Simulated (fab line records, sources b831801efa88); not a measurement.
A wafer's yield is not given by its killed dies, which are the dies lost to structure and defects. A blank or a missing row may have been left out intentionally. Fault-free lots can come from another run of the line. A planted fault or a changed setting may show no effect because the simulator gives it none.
8D (eight disciplines) problem report, filled in by code    flow gf180mcu    the parts of the form that need people (team, actions taken, sign-off) are left out

## 1. THE ISSUE
Wafers without a fault read 400.03, standard deviation 0.13; beam-energy-keV at GF_MVSD_IMPLANT_08 reads a mean of 390.53 on 9 wafers belonging to 3 lots. That puts it -73 standard deviations away from the usual mean.
The first sign was on wafer L589.3 at day 6 05:38, on implanter-03. At this step, 21 wafers from 7 lots have a number in the record. Rule for "out" (also "out of limits"): further than 4 standard deviations from the usual mean. Any other wafer with a number is counted as sound.

## 2. WHAT IT IS; WHAT IT IS NOT
question                     is                      is not
which readings at this step  beam-energy-keV         -
which lots                   L589, L590, L591        L584, L587, L592, L602
which wafers of those lots   all that have a number  -
read on which tools          implanter-03            implanter-01, implanter-02
when                         from day 6 05:38        up to then (6 sound wafers); but 6 sound wafers of L592, L602 came after

## 3. SUSPECTS, AND WHAT RULES EACH OUT
Counting: a tool at a process step up to the reading stays a suspect if it ran every lot that is out and no sound lot after the first of them.
- plasma-asher-04 at GF_LVPWELL_STRIP_10 (strips in O2/N2): ruled out as a lasting fault. Sound lots L592 ran on it after its first lot that is out, L589 (day 5 14:38).
- implanter-03 at GF_MVSD_IMPLANT_08: kept. It processed each lot that is out, first L589 at day 6 05:38, and no sound lot thereafter; up to then, the last sound lot it processed was L587 at day 5 16:50. Its own beam-energy-keV readings are out on those wafers.
The count leaves implanter-03 at GF_MVSD_IMPLANT_08.

## 4. THE CAUSE (what the simulator had put in)
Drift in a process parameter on implanter-03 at GF_MVSD_IMPLANT_08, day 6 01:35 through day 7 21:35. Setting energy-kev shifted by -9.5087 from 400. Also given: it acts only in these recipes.
After counting, this tool was the only one left.

## 5. SEQUENCE OF EFFECTS, ordered by route
One row per reading whose mean, taken over the struck wafers that have a number, lies over 3 standard deviations from the usual. Only readings for which the record gives a usual standard deviation are gone through. hours: the time from each lot's start at the first step in this table that gives one to its start at this step, as a median over the lots. sigmas: the change in usual standard deviations.
hours  step                reading          usual   on struck wafers  change  sigmas
0      GF_MVSD_IMPLANT_08  beam-energy-keV  400.03  390.53            -9.50   -73
The process steps in it:
- GF_MVSD_IMPLANT_08

## 6. HOW IT WOULD HAVE BEEN CAUGHT EARLIER
In this record no reading fell out of limits until day 6 05:38, 4 hours after the fault had begun at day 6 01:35.
